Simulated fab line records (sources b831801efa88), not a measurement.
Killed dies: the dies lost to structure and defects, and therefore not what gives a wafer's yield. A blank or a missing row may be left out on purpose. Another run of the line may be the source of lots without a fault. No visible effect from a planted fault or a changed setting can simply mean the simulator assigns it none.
fab line records || flow sky130
record: {"lots": 5, "wafers": 15, "lastDay": 49}
route steps=708 shown GATE_OXIDE@192 POLY_GATE@204 PAD_OPEN@708
lots that met no fault: taken from a fault-free run of the same line
startH: the number of hours between the record's first day and the start of the first shown wafer of the lot || waitH: hours since the lot's step before || " unchanged from the row above || L1.1+2: a row that stands for several wafers || - no value, or no start was given || * or withheld: withheld || < > ~ a bound
route shown NAME@n: NAME is a module with steps in the file, n the number in the route of the first one || usual: the fault-free wafers' mean and standard deviation || same: alike in all rows || chamber/n: place in a boat || sites: readings site by site || _std_site: the standard deviation of these || _edge_site: outer sites' mean less inner sites' || radiusMm: for every site, how far away it sits from the centre of the wafer || mask NAME#n: copy n || behind: tool/chamber where the wafer was last shaped || hold: why the lot was held/for how many hours/how that ended || device: the transistor (n, p or np) that didn't switch || end of line: tests of these same wafers at the route's end || a step without rows: its recipe alone || killed: count of dies lost to structure and defects at first sort (not the wafer's yield) || map: a wafer's dies, x killed, . not, _ none there
set.NAME: the run value of the setting; set.NAME@STEP: its run value at that earlier step || model.NAME: the simulator's own value behind a step, which no gauge read
lots seen at some steps along the route; tables by step, rows by wafer
services: when a tool's chamber went out of use (startH, in hours from the record's first day, below 0 if earlier), for how many hours, and the reason
== steps ==
step: SKY_GATE_OXIDE_COAT_05
recipe: {"resist": "NOVOLAK", "spinRpm": 3000, "resistThkNm": 1140}
step: SKY_GATE_OXIDE_SOFTBAKE_06
recipe: {"tempC": 90, "timeS": 60, "resist": "NOVOLAK"}
step: SKY_GATE_OXIDE_EXPOSE_07
recipe: {"maskId": "LVOM", "na": 0.6, "sourceShape": "conventional", "sigmaOuter": 0.6, "polarization": "unpolarized", "targetCdNm": 600, "doseMj": 170}
step: SKY_GATE_OXIDE_PEB_08
recipe: {"tempC": "withheld", "timeS": "*", "resist": "NOVOLAK"}
step: SKY_GATE_OXIDE_DEVELOP_09
recipe: {"resist": "NOVOLAK", "developer": "TMAH", "developTimeS": 60, "devTempC": 23}
step: SKY_GATE_OXIDE_OVL_MEAS_10
usual: {"GATE_OXIDE_OVL": "1.4/1.5"}
{"lot.wafer": "L213.1", "tool": "overlay-02", "chamber": "-", "startH": 310.63, "waitH": 0.1, "GATE_OXIDE_OVL[nm]": -0.5}
{"lot.wafer": "L213.3", "tool": "overlay-02", "chamber": "-", "startH": 310.63, "waitH": 0.1, "GATE_OXIDE_OVL[nm]": 0.0}
{"lot.wafer": "L213.5", "tool": "overlay-02", "chamber": "-", "startH": 310.63, "waitH": 0.1, "GATE_OXIDE_OVL[nm]": 1.9}
{"lot.wafer": "L217.2", "tool": "overlay-02", "chamber": "-", "startH": 339.89, "waitH": 0.1, "GATE_OXIDE_OVL[nm]": 2.2}
{"lot.wafer": "L217.3", "tool": "overlay-02", "chamber": "-", "startH": 339.89, "waitH": 0.1, "GATE_OXIDE_OVL[nm]": 2.5}
{"lot.wafer": "L217.5", "tool": "overlay-02", "chamber": "-", "startH": 339.89, "waitH": 0.1, "GATE_OXIDE_OVL[nm]": 1.3}
{"lot.wafer": "L219.2", "tool": "overlay-01", "chamber": "-", "startH": 353.68, "waitH": 0.1, "GATE_OXIDE_OVL[nm]": 1.8}
{"lot.wafer": "L219.3", "tool": "overlay-01", "chamber": "-", "startH": 353.68, "waitH": 0.1, "GATE_OXIDE_OVL[nm]": 2.0}
{"lot.wafer": "L219.6", "tool": "overlay-01", "chamber": "-", "startH": 353.68, "waitH": 0.1, "GATE_OXIDE_OVL[nm]": 3.0}
{"lot.wafer": "L228.2", "tool": "overlay-01", "chamber": "-", "startH": 436.84, "waitH": 0.1, "GATE_OXIDE_OVL[nm]": 1.9}
{"lot.wafer": "L228.3", "tool": "overlay-01", "chamber": "-", "startH": 436.84, "waitH": 0.1, "GATE_OXIDE_OVL[nm]": 2.1}
{"lot.wafer": "L228.6", "tool": "overlay-01", "chamber": "-", "startH": 436.84, "waitH": 0.1, "GATE_OXIDE_OVL[nm]": 1.2}
{"lot.wafer": "L230.3", "tool": "overlay-02", "chamber": "-", "startH": 453.21, "waitH": 0.1, "GATE_OXIDE_OVL[nm]": 1.7}
{"lot.wafer": "L230.4", "tool": "overlay-02", "chamber": "-", "startH": 453.21, "waitH": 0.1, "GATE_OXIDE_OVL[nm]": 1.0}
{"lot.wafer": "L230.5", "tool": "overlay-02", "chamber": "-", "startH": 453.21, "waitH": 0.1, "GATE_OXIDE_OVL[nm]": 1.4}
step: SKY_GATE_OXIDE_IMPLANT_11
recipe: {"species": "B", "energyKev": 10, "doseCm2": 2.6e+12, "tiltDeg": "withheld"}
step: SKY_GATE_OXIDE_WET_ETCH_12
recipe: {"chemistry": "dHF", "targetDepthNm": 16.8, "dry": "n2Spin", "target": "SiO2", "dilution": "100:1", "tempC": 25, "timeS": 336}
step: SKY_GATE_OXIDE_STRIP_13
recipe: {"chemistry": "O2/N2", "powerW": 1400, "pressureMtorr": 1500, "platenTempC": "withheld", "o2FlowSccm": 3000, "n2FlowSccm": 300, "overashFraction": 0.5}
usual: {"drypumpMotorCurrentA": "5.8/0.42", "oesProductAu": "0.716/0.0045", "stripTimeToEndpointS": "14.19/0.037"}
{"lot.wafer": "L213.1", "tool": "plasmaAsher-03", "chamber": 1, "startH": 310.91, "waitH": 0.0, "drypumpMotorCurrentA": 5.6, "oesProductAu": 0.720, "rfHoursCounterH": 20, "stripTimeToEndpointS": 14.14}
{"lot.wafer": "L213.3", "tool": "plasmaAsher-03", "chamber": 0, "startH": 310.91, "waitH": 0.0, "drypumpMotorCurrentA": 5.6, "oesProductAu": 0.708, "rfHoursCounterH": "-", "stripTimeToEndpointS": 14.15}
{"lot.wafer": "L213.5", "tool": "plasmaAsher-03", "chamber": 0, "startH": 310.91, "waitH": 0.0, "drypumpMotorCurrentA": 5.5, "oesProductAu": 0.716, "rfHoursCounterH": "-", "stripTimeToEndpointS": 14.19}
{"lot.wafer": "L217.2", "tool": "plasmaAsher-01", "chamber": 1, "startH": 340.18, "waitH": 0.0, "drypumpMotorCurrentA": 5.9, "oesProductAu": 0.718, "rfHoursCounterH": 65, "stripTimeToEndpointS": 14.17}
{"lot.wafer": "L217.3", "tool": "plasmaAsher-01", "chamber": 0, "startH": 340.18, "waitH": 0.0, "drypumpMotorCurrentA": 5.0, "oesProductAu": 0.718, "rfHoursCounterH": "-", "stripTimeToEndpointS": 14.14}
{"lot.wafer": "L217.5", "tool": "plasmaAsher-01", "chamber": 1, "startH": 340.18, "waitH": 0.0, "drypumpMotorCurrentA": 5.9, "oesProductAu": 0.713, "rfHoursCounterH": "-", "stripTimeToEndpointS": 14.22}
{"lot.wafer": "L219.2", "tool": "plasmaAsher-04", "chamber": 0, "startH": 353.96, "waitH": 0.0, "drypumpMotorCurrentA": 6.2, "oesProductAu": 0.711, "rfHoursCounterH": 51, "stripTimeToEndpointS": 14.16}
{"lot.wafer": "L219.3", "tool": "plasmaAsher-04", "chamber": 1, "startH": 353.96, "waitH": 0.0, "drypumpMotorCurrentA": 6.1, "oesProductAu": 0.724, "rfHoursCounterH": "-", "stripTimeToEndpointS": 14.20}
{"lot.wafer": "L219.6", "tool": "plasmaAsher-04", "chamber": 1, "startH": 353.96, "waitH": 0.0, "drypumpMotorCurrentA": 6.1, "oesProductAu": 0.710, "rfHoursCounterH": "-", "stripTimeToEndpointS": 14.16}
{"lot.wafer": "L228.2", "tool": "plasmaAsher-01", "chamber": 1, "startH": 437.12, "waitH": 0.0, "drypumpMotorCurrentA": 5.9, "oesProductAu": 0.716, "rfHoursCounterH": 1, "stripTimeToEndpointS": 14.19}
{"lot.wafer": "L228.3", "tool": "plasmaAsher-01", "chamber": 0, "startH": 437.12, "waitH": 0.0, "drypumpMotorCurrentA": 5.0, "oesProductAu": 0.726, "rfHoursCounterH": "-", "stripTimeToEndpointS": 14.22}
{"lot.wafer": "L228.6", "tool": "plasmaAsher-01", "chamber": 1, "startH": 437.12, "waitH": 0.0, "drypumpMotorCurrentA": 5.9, "oesProductAu": 0.712, "rfHoursCounterH": "-", "stripTimeToEndpointS": 14.26}
{"lot.wafer": "L230.3", "tool": "plasmaAsher-01", "chamber": 1, "startH": 453.51, "waitH": 0.0, "drypumpMotorCurrentA": 5.8, "oesProductAu": 0.715, "rfHoursCounterH": "-", "stripTimeToEndpointS": 14.24}
{"lot.wafer": "L230.4", "tool": "plasmaAsher-01", "chamber": 0, "startH": 453.51, "waitH": 0.0, "drypumpMotorCurrentA": 5.0, "oesProductAu": 0.715, "rfHoursCounterH": "-", "stripTimeToEndpointS": 14.18}
{"lot.wafer": "L230.5", "tool": "plasmaAsher-01", "chamber": 1, "startH": 453.51, "waitH": 0.0, "drypumpMotorCurrentA": 5.9, "oesProductAu": 0.715, "rfHoursCounterH": "-", "stripTimeToEndpointS": 14.15}
step: SKY_GATE_OXIDE_TW_MEAS_14
usual: {"GATE_OXIDE_TW": "224.4/2.8"}
{"lot.wafer": "L213.1", "tool": "filmMetro-04", "chamber": "-", "startH": 311.01, "waitH": 0.1, "GATE_OXIDE_TW": 225.4}
{"lot.wafer": "L213.3", "tool": "filmMetro-04", "chamber": "-", "startH": 311.01, "waitH": 0.1, "GATE_OXIDE_TW": 225.4}
{"lot.wafer": "L213.5", "tool": "filmMetro-04", "chamber": "-", "startH": 311.01, "waitH": 0.1, "GATE_OXIDE_TW": 225.5}
{"lot.wafer": "L217.2", "tool": "filmMetro-02", "chamber": "-", "startH": 340.29, "waitH": 0.1, "GATE_OXIDE_TW": 227.6}
{"lot.wafer": "L217.3", "tool": "filmMetro-02", "chamber": "-", "startH": 340.29, "waitH": 0.1, "GATE_OXIDE_TW": 227.4}
{"lot.wafer": "L217.5", "tool": "filmMetro-02", "chamber": "-", "startH": 340.29, "waitH": 0.1, "GATE_OXIDE_TW": 227.2}
{"lot.wafer": "L219.2", "tool": "filmMetro-02", "chamber": "-", "startH": 354.07, "waitH": 0.1, "GATE_OXIDE_TW": 229.3}
{"lot.wafer": "L219.3", "tool": "filmMetro-02", "chamber": "-", "startH": 354.07, "waitH": 0.1, "GATE_OXIDE_TW": 228.3}
{"lot.wafer": "L219.6", "tool": "filmMetro-02", "chamber": "-", "startH": 354.07, "waitH": 0.1, "GATE_OXIDE_TW": 229.3}
{"lot.wafer": "L228.2", "tool": "filmMetro-01", "chamber": "-", "startH": 437.23, "waitH": 0.1, "GATE_OXIDE_TW": 222.4}
{"lot.wafer": "L228.3", "tool": "filmMetro-01", "chamber": "-", "startH": 437.23, "waitH": 0.1, "GATE_OXIDE_TW": 222.2}
{"lot.wafer": "L228.6", "tool": "filmMetro-01", "chamber": "-", "startH": 437.23, "waitH": 0.1, "GATE_OXIDE_TW": 221.7}
{"lot.wafer": "L230.3", "tool": "filmMetro-02", "chamber": "-", "startH": 453.60, "waitH": 0.1, "GATE_OXIDE_TW": 226.1}
{"lot.wafer": "L230.4", "tool": "filmMetro-02", "chamber": "-", "startH": 453.60, "waitH": 0.1, "GATE_OXIDE_TW": 226.3}
{"lot.wafer": "L230.5", "tool": "filmMetro-02", "chamber": "-", "startH": 453.60, "waitH": 0.1, "GATE_OXIDE_TW": 228.2}
step: SKY_GATE_OXIDE_CLEAN_15
recipe: {"chemistry": "SC1/SC2", "mix": "1:4:20", "tempC": 70, "timeS": 150, "dry": "n2Spin"}
step: SKY_GATE_OXIDE_OXIDATION_16
recipe: {"tempC": 800, "ambient": "O2", "idleTempC": 700, "rampUpCPerMin": 10, "rampDownCPerMin": 3, "stabiliseS": 600, "purgeS": 300, "targetThkA": 35.7, "oxTimeS": 1915}
step: SKY_POLY_GATE_CVD_00
recipe: {"material": "poly-Si", "targetThkNm": 180, "tempC": 620, "timeS": 720, "pressureMtorr": 200}
usual: {"spikeTcCentreC": "621.1/1.3", "spikeTcTopC": "641.0/2.8", "spikeTcUpperC": "619.0/1.1", "zonePowerCentrePct": "9.83/0.15", "zonePowerLowerPct": "8.77/0.18", "zonePowerTopPct": "18.5/0.86", "zonePowerUpperPct": "8.3/1.2"}
{"lot.wafer": "L213.1", "tool": "lpcvd-01", "chamber": 1, "startH": 313.30, "waitH": 0.0, "spikeTcCentreC": 619.9, "spikeTcTopC": 636.8, "spikeTcUpperC": 617.5, "zonePowerCentrePct": 9.61, "zonePowerLowerPct": 8.51, "zonePowerTopPct": 19.4, "zonePowerUpperPct": 9.7, "model.poly-Si_of_POLY_GATE_CVD_00.thkNm": 178.9}
{"lot.wafer": "L213.3", "tool": "lpcvd-01", "chamber": 1, "startH": 313.30, "waitH": 0.0, "spikeTcCentreC": 621.7, "spikeTcTopC": 639.4, "spikeTcUpperC": 619.0, "zonePowerCentrePct": 9.62, "zonePowerLowerPct": 8.69, "zonePowerTopPct": 19.6, "zonePowerUpperPct": 9.9, "model.poly-Si_of_POLY_GATE_CVD_00.thkNm": 178.2}
{"lot.wafer": "L213.5", "tool": "lpcvd-01", "chamber": 1, "startH": 313.30, "waitH": 0.0, "spikeTcCentreC": 620.6, "spikeTcTopC": 638.0, "spikeTcUpperC": 619.6, "zonePowerCentrePct": 9.64, "zonePowerLowerPct": 8.57, "zonePowerTopPct": 19.3, "zonePowerUpperPct": 9.9, "model.poly-Si_of_POLY_GATE_CVD_00.thkNm": 180.5}
{"lot.wafer": "L217.2", "tool": "lpcvd-01", "chamber": 0, "startH": 343.70, "waitH": 0.0, "spikeTcCentreC": 623.6, "spikeTcTopC": 643.9, "spikeTcUpperC": 620.0, "zonePowerCentrePct": 9.89, "zonePowerLowerPct": 8.85, "zonePowerTopPct": 18.0, "zonePowerUpperPct": 7.4, "model.poly-Si_of_POLY_GATE_CVD_00.thkNm": 184.3}
{"lot.wafer": "L217.3", "tool": "lpcvd-01", "chamber": 0, "startH": 343.70, "waitH": 0.0, "spikeTcCentreC": 622.6, "spikeTcTopC": 643.8, "spikeTcUpperC": 621.2, "zonePowerCentrePct": 10.03, "zonePowerLowerPct": 8.86, "zonePowerTopPct": 18.0, "zonePowerUpperPct": 7.3, "model.poly-Si_of_POLY_GATE_CVD_00.thkNm": 182.5}
{"lot.wafer": "L217.5", "tool": "lpcvd-01", "chamber": 0, "startH": 343.70, "waitH": 0.0, "spikeTcCentreC": 621.7, "spikeTcTopC": 643.4, "spikeTcUpperC": 618.0, "zonePowerCentrePct": 9.97, "zonePowerLowerPct": 9.02, "zonePowerTopPct": 17.9, "zonePowerUpperPct": 7.4, "model.poly-Si_of_POLY_GATE_CVD_00.thkNm": 183.4}
{"lot.wafer": "L219.2", "tool": "lpcvd-01", "chamber": 0, "startH": 356.40, "waitH": 0.0, "spikeTcCentreC": 621.4, "spikeTcTopC": 640.9, "spikeTcUpperC": 619.2, "zonePowerCentrePct": 9.92, "zonePowerLowerPct": 8.92, "zonePowerTopPct": 17.7, "zonePowerUpperPct": 7.2, "model.poly-Si_of_POLY_GATE_CVD_00.thkNm": 179.5}
{"lot.wafer": "L219.3", "tool": "lpcvd-01", "chamber": 0, "startH": 356.40, "waitH": 0.0, "spikeTcCentreC": 623.3, "spikeTcTopC": 642.8, "spikeTcUpperC": 622.0, "zonePowerCentrePct": 9.98, "zonePowerLowerPct": 8.84, "zonePowerTopPct": 17.7, "zonePowerUpperPct": 7.4, "model.poly-Si_of_POLY_GATE_CVD_00.thkNm": 180.2}
{"lot.wafer": "L219.6", "tool": "lpcvd-01", "chamber": 0, "startH": 356.40, "waitH": 0.0, "spikeTcCentreC": 622.8, "spikeTcTopC": 641.9, "spikeTcUpperC": 619.5, "zonePowerCentrePct": 9.87, "zonePowerLowerPct": 8.90, "zonePowerTopPct": 17.9, "zonePowerUpperPct": 7.3, "model.poly-Si_of_POLY_GATE_CVD_00.thkNm": 181}
{"lot.wafer": "L228.2", "tool": "lpcvd-01", "chamber": 0, "startH": 438.96, "waitH": 0.0, "spikeTcCentreC": 628.9, "spikeTcTopC": 653.3, "spikeTcUpperC": 561.4, "zonePowerCentrePct": 14.84, "zonePowerLowerPct": 8.25, "zonePowerTopPct": 23.4, "zonePowerUpperPct": 0.0, "model.poly-Si_of_POLY_GATE_CVD_00.thkNm": 107.3}
{"lot.wafer": "L228.3", "tool": "lpcvd-01", "chamber": 0, "startH": 438.96, "waitH": 0.0, "spikeTcCentreC": 628.8, "spikeTcTopC": 651.4, "spikeTcUpperC": 565.3, "zonePowerCentrePct": 14.90, "zonePowerLowerPct": 8.27, "zonePowerTopPct": 23.6, "zonePowerUpperPct": 0.0, "model.poly-Si_of_POLY_GATE_CVD_00.thkNm": 103.1}
{"lot.wafer": "L228.6", "tool": "lpcvd-01", "chamber": 0, "startH": 438.96, "waitH": 0.0, "spikeTcCentreC": 629.0, "spikeTcTopC": 653.0, "spikeTcUpperC": 562.8, "zonePowerCentrePct": 14.91, "zonePowerLowerPct": 8.51, "zonePowerTopPct": 24.1, "zonePowerUpperPct": 0.0, "model.poly-Si_of_POLY_GATE_CVD_00.thkNm": 112.1}
{"lot.wafer": "L230.3", "tool": "lpcvd-01", "chamber": 1, "startH": 455.23, "waitH": 0.0, "spikeTcCentreC": 619.4, "spikeTcTopC": 638.2, "spikeTcUpperC": 617.9, "zonePowerCentrePct": 9.80, "zonePowerLowerPct": 8.46, "zonePowerTopPct": 19.7, "zonePowerUpperPct": 9.8, "model.poly-Si_of_POLY_GATE_CVD_00.thkNm": 181.7}
{"lot.wafer": "L230.4", "tool": "lpcvd-01", "chamber": 1, "startH": 455.23, "waitH": 0.0, "spikeTcCentreC": 619.2, "spikeTcTopC": 638.4, "spikeTcUpperC": 618.5, "zonePowerCentrePct": 9.60, "zonePowerLowerPct": 8.56, "zonePowerTopPct": 19.7, "zonePowerUpperPct": 9.6, "model.poly-Si_of_POLY_GATE_CVD_00.thkNm": 180.3}
{"lot.wafer": "L230.5", "tool": "lpcvd-01", "chamber": 1, "startH": 455.23, "waitH": 0.0, "spikeTcCentreC": 619.7, "spikeTcTopC": 636.7, "spikeTcUpperC": 618.4, "zonePowerCentrePct": 9.70, "zonePowerLowerPct": 8.48, "zonePowerTopPct": 19.8, "zonePowerUpperPct": 9.7, "model.poly-Si_of_POLY_GATE_CVD_00.thkNm": 181.7}
step: SKY_POLY_GATE_THK_MEAS_01
recipe: {"reads": "poly-Si_of_POLY_GATE_CVD_00"}
usual: {"POLY_GATE_CVD_00_THK": "180.1/1.5"}
{"lot.wafer": "L213.1", "tool": "filmMetro-04", "chamber": "-", "startH": 314.50, "waitH": 0.0, "hold": "-", "POLY_GATE_CVD_00_THK[nm]": 179.0}
{"lot.wafer": "L213.3", "tool": "filmMetro-04", "chamber": "-", "startH": 314.50, "waitH": 0.0, "hold": "-", "POLY_GATE_CVD_00_THK[nm]": 178.2}
{"lot.wafer": "L213.5", "tool": "filmMetro-04", "chamber": "-", "startH": 314.50, "waitH": 0.0, "hold": "-", "POLY_GATE_CVD_00_THK[nm]": 180.3}
{"lot.wafer": "L217.2", "tool": "filmMetro-02", "chamber": "-", "startH": 344.91, "waitH": 0.0, "hold": "-", "POLY_GATE_CVD_00_THK[nm]": 184.4}
{"lot.wafer": "L217.3", "tool": "filmMetro-02", "chamber": "-", "startH": 344.91, "waitH": 0.0, "hold": "-", "POLY_GATE_CVD_00_THK[nm]": 182.4}
{"lot.wafer": "L217.5", "tool": "filmMetro-02", "chamber": "-", "startH": 344.91, "waitH": 0.0, "hold": "-", "POLY_GATE_CVD_00_THK[nm]": 183.6}
{"lot.wafer": "L219.2", "tool": "filmMetro-04", "chamber": "-", "startH": 357.61, "waitH": 0.0, "hold": "-", "POLY_GATE_CVD_00_THK[nm]": 179.5}
{"lot.wafer": "L219.3", "tool": "filmMetro-04", "chamber": "-", "startH": 357.61, "waitH": 0.0, "hold": "-", "POLY_GATE_CVD_00_THK[nm]": 180.1}
{"lot.wafer": "L219.6", "tool": "filmMetro-04", "chamber": "-", "startH": 357.61, "waitH": 0.0, "hold": "-", "POLY_GATE_CVD_00_THK[nm]": 180.9}
{"lot.wafer": "L228.2", "tool": "filmMetro-04", "chamber": "-", "startH": 440.17, "waitH": 0.0, "hold": "awaitDispo/0.2h/release", "POLY_GATE_CVD_00_THK[nm]": 107.2}
{"lot.wafer": "L228.3", "tool": "filmMetro-04", "chamber": "-", "startH": 440.17, "waitH": 0.0, "hold": "awaitDispo/0.2h/release", "POLY_GATE_CVD_00_THK[nm]": 103.2}
{"lot.wafer": "L228.6", "tool": "filmMetro-04", "chamber": "-", "startH": 440.17, "waitH": 0.0, "hold": "awaitDispo/0.2h/release", "POLY_GATE_CVD_00_THK[nm]": 112.1}
{"lot.wafer": "L228.2", "tool": "filmMetro-04", "chamber": "-", "startH": 440.40, "waitH": 0.2, "hold": "-", "POLY_GATE_CVD_00_THK[nm]": 107.2}
{"lot.wafer": "L228.3", "tool": "filmMetro-04", "chamber": "-", "startH": 440.40, "waitH": 0.2, "hold": "-", "POLY_GATE_CVD_00_THK[nm]": 103.2}
{"lot.wafer": "L228.6", "tool": "filmMetro-04", "chamber": "-", "startH": 440.40, "waitH": 0.2, "hold": "-", "POLY_GATE_CVD_00_THK[nm]": 112.1}
{"lot.wafer": "L230.3", "tool": "filmMetro-02", "chamber": "-", "startH": 456.45, "waitH": 0.0, "hold": "-", "POLY_GATE_CVD_00_THK[nm]": 181.5}
{"lot.wafer": "L230.4", "tool": "filmMetro-02", "chamber": "-", "startH": 456.45, "waitH": 0.0, "hold": "-", "POLY_GATE_CVD_00_THK[nm]": 180.4}
{"lot.wafer": "L230.5", "tool": "filmMetro-02", "chamber": "-", "startH": 456.45, "waitH": 0.0, "hold": "-", "POLY_GATE_CVD_00_THK[nm]": 181.6}
step: SKY_PAD_OPEN_PROBE_99
usual: {"defectLimitedYield": "82.4/1.8", "killed_at_M0_to_M3": "44/7.2", "killed_at_M4_up": "3.5/1.8", "killedAtContacts": "25/5.1", "killedAtFrontEnd": "14/4.4", "killedAtOther": "0.4/0.58", "killedDies": "87/9.1", "killedOpen": "48/6.9", "killedShort": "38/6.3", "sort_bin_3_pad_short": "0.9/0.43", "sort_bin_5_function": "10.5/1.5", "sort_bin_6_memory": "6.3/1.1", "sortNPass": "405/9.1", "sortYieldPct": "82.4/1.8"}
same: {"grossDies": 492, "killedAtBackSide": 0, "sort_bin_4_leakage[%]": 0, "sort_bin_8_speed[%]": 0}
{"lot.wafer": "L213.1", "tool": "prober-02", "chamber": "-", "startH": 1077.20, "waitH": 0.1, "defectLimitedYield[%]": 83.1, "killed_at_M0_to_M3": 40, "killed_at_M4_up": 5, "killedAtContacts": 24, "killedAtFrontEnd": 14, "killedAtOther": 0, "killedDies": 83, "killedOpen": 56, "killedShort": 27, "sort_bin_3_pad_short[%]": 0, "sort_bin_5_function[%]": 8.7, "sort_bin_6_memory[%]": 8.1, "sortNPass": 409, "sortYieldPct[%]": 83.1}
{"lot.wafer": "L213.3", "tool": "prober-02", "chamber": "-", "startH": 1077.30, "waitH": 0.2, "defectLimitedYield[%]": 78.9, "killed_at_M0_to_M3": 59, "killed_at_M4_up": 1, "killedAtContacts": 32, "killedAtFrontEnd": 11, "killedAtOther": 1, "killedDies": 104, "killedOpen": 58, "killedShort": 46, "sort_bin_3_pad_short[%]": 1.0, "sort_bin_5_function[%]": 12.6, "sort_bin_6_memory[%]": 7.5, "sortNPass": 388, "sortYieldPct[%]": 78.9}
{"lot.wafer": "L213.5", "tool": "prober-02", "chamber": "-", "startH": 1077.40, "waitH": 0.2, "defectLimitedYield[%]": 87.6, "killed_at_M0_to_M3": 33, "killed_at_M4_up": 1, "killedAtContacts": 23, "killedAtFrontEnd": 4, "killedAtOther": 0, "killedDies": 61, "killedOpen": 34, "killedShort": 27, "sort_bin_3_pad_short[%]": 1.2, "sort_bin_5_function[%]": 7.3, "sort_bin_6_memory[%]": 3.9, "sortNPass": 431, "sortYieldPct[%]": 87.6}
{"lot.wafer": "L230.3", "tool": "prober-02", "chamber": "-", "startH": 1172.45, "waitH": 0.2, "defectLimitedYield[%]": 80.5, "killed_at_M0_to_M3": 44, "killed_at_M4_up": 5, "killedAtContacts": 34, "killedAtFrontEnd": 13, "killedAtOther": 0, "killedDies": 96, "killedOpen": 55, "killedShort": 40, "sort_bin_3_pad_short[%]": 1.2, "sort_bin_5_function[%]": 11.0, "sort_bin_6_memory[%]": 7.3, "sortNPass": 396, "sortYieldPct[%]": 80.5}
{"lot.wafer": "L230.4", "tool": "prober-02", "chamber": "-", "startH": 1172.50, "waitH": 0.2, "defectLimitedYield[%]": 80.9, "killed_at_M0_to_M3": 34, "killed_at_M4_up": 10, "killedAtContacts": 30, "killedAtFrontEnd": 20, "killedAtOther": 0, "killedDies": 94, "killedOpen": 50, "killedShort": 44, "sort_bin_3_pad_short[%]": 0.8, "sort_bin_5_function[%]": 12.6, "sort_bin_6_memory[%]": 5.7, "sortNPass": 398, "sortYieldPct[%]": 80.9}
{"lot.wafer": "L230.5", "tool": "prober-02", "chamber": "-", "startH": 1172.55, "waitH": 0.2, "defectLimitedYield[%]": 81.3, "killed_at_M0_to_M3": 41, "killed_at_M4_up": 5, "killedAtContacts": 32, "killedAtFrontEnd": 14, "killedAtOther": 0, "killedDies": 92, "killedOpen": 51, "killedShort": 41, "sort_bin_3_pad_short[%]": 0.4, "sort_bin_5_function[%]": 10.8, "sort_bin_6_memory[%]": 7.5, "sortNPass": 400, "sortYieldPct[%]": 81.3}
killed by level:class
L213.1 VIA1:geometricParticle:open=11 LI_CONTACT:geometricParticle:open=10 VIA3:geometricParticle:open=10 CONTACT:geometricParticle:open=8 VIA2:geometricParticle:open=8 VIA1:geometricParticle:short=4 FIELD_ISO:geometricParticle:short=3 POLY_GATE:geometricParticle:short=3
L213.3 VIA1:geometricParticle:open=14 CONTACT:geometricParticle:open=13 LI_CONTACT:geometricParticle:open=10 METAL2:geometricParticle:short=7 VIA2:geometricParticle:open=6 CONTACT:geometricParticle:short=6 VIA1:geometricParticle:short=6 VIA3:geometricParticle:open=6
L213.5 VIA1:geometricParticle:open=8 LI_CONTACT:geometricParticle:open=7 VIA3:geometricParticle:open=7 LOCAL_INTERCONNECT:geometricParticle:short=6 METAL1:geometricParticle:short=5 LI_CONTACT:geometricParticle:short=3 LOCAL_INTERCONNECT:geometricParticle:open=3 CONTACT:geometricParticle:short=3
L230.3 CONTACT:geometricParticle:open=16 METAL1:geometricParticle:short=9 LI_CONTACT:geometricParticle:open=8 VIA1:geometricParticle:open=7 VIA2:geometricParticle:open=7 POLY_GATE:geometricParticle:open=6 METAL2:geometricParticle:short=6 VIA3:geometricParticle:open=5
L230.4 CONTACT:geometricParticle:open=13 LI_CONTACT:geometricParticle:open=7 METAL2:geometricParticle:short=7 FIELD_ISO:geometricParticle:open=6 METAL4:geometricParticle:short=6 POLY_GATE:geometricParticle:open=5 VIA1:geometricParticle:open=5 VIA1:geometricParticle:short=5
L230.5 CONTACT:geometricParticle:open=10 VIA3:geometricParticle:open=8 LI_CONTACT:geometricParticle:open=6 CONTACT:geometricParticle:short=6 VIA1:geometricParticle:open=6 VIA2:geometricParticle:open=6 METAL1:geometricParticle:short=5 LI_CONTACT:geometricParticle:short=5
== services ==
{"tool": "lpcvd-01", "chamber": "-", "startH": 295.53, "hours": 6.0, "kind": "pm"}
{"tool": "plasmaAsher-01", "chamber": "-", "startH": 360.48, "hours": 13.5, "kind": "repair"}
{"tool": "plasmaAsher-01", "chamber": "-", "startH": 383.41, "hours": 2.2, "kind": "repair"}
{"tool": "plasmaAsher-04", "chamber": "-", "startH": 407.02, "hours": 2.8, "kind": "pm"}
{"tool": "plasmaAsher-01", "chamber": "-", "startH": 421.25, "hours": 9.0, "kind": "pm"}
{"tool": "plasmaAsher-01", "chamber": 0, "startH": 421.25, "hours": 9.0, "kind": "ventCycle"}
{"tool": "plasmaAsher-01", "chamber": 1, "startH": 421.25, "hours": 9.0, "kind": "ventCycle"}
{"tool": "plasmaAsher-01", "chamber": 0, "startH": 430.25, "hours": "-", "kind": "clean"}
{"tool": "plasmaAsher-01", "chamber": 1, "startH": 430.25, "hours": "-", "kind": "clean"}
{"tool": "lpcvd-01", "chamber": "-", "startH": 435.31, "hours": 2.4, "kind": "repair"}
{"tool": "plasmaAsher-04", "chamber": "-", "startH": 446.33, "hours": 1.2, "kind": "repair"}
== key ==
firstSign: {"step": "SKY_POLY_GATE_CVD_00", "reading": "spikeTcUpperC", "direction": "down", "sigmas": 52, "usual": 619.0, "struck": 563.2}
effect: {"step": "SKY_POLY_GATE_CVD_00", "reading": "zonePowerCentrePct", "direction": "up", "sigmas": 35, "usual": 9.83, "struck": 14.88}
effect: {"step": "SKY_POLY_GATE_THK_MEAS_01", "reading": "visit", "direction": "added"}
effect: {"step": "SKY_POLY_GATE_THK_MEAS_01", "reading": "POLY_GATE_CVD_00_THK", "direction": "down", "sigmas": 47, "usual": 180.1, "struck": 107.5}
modelEffect: {"step": "SKY_POLY_GATE_CVD_00", "value": "poly-Si_of_POLY_GATE_CVD_00.thkNm", "without": 181, "struck": 107.5}
metAt SKY_POLY_GATE_CVD_00
struckWafers L228.2,L228.3,L228.6
scrappedBehind SKY_POLY_GATE_THK_MEAS_01 L228.2,L228.3,L228.6
onsetBetween 356.40 438.96
fault: {"kind": "processParameterDrift", "tool": "lpcvd-01", "chamber": 0, "onsetH": 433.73, "steps": "SKY_POLY_GATE_CVD_00", "channel": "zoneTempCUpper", "offset": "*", "shape": "step", "endH": 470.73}
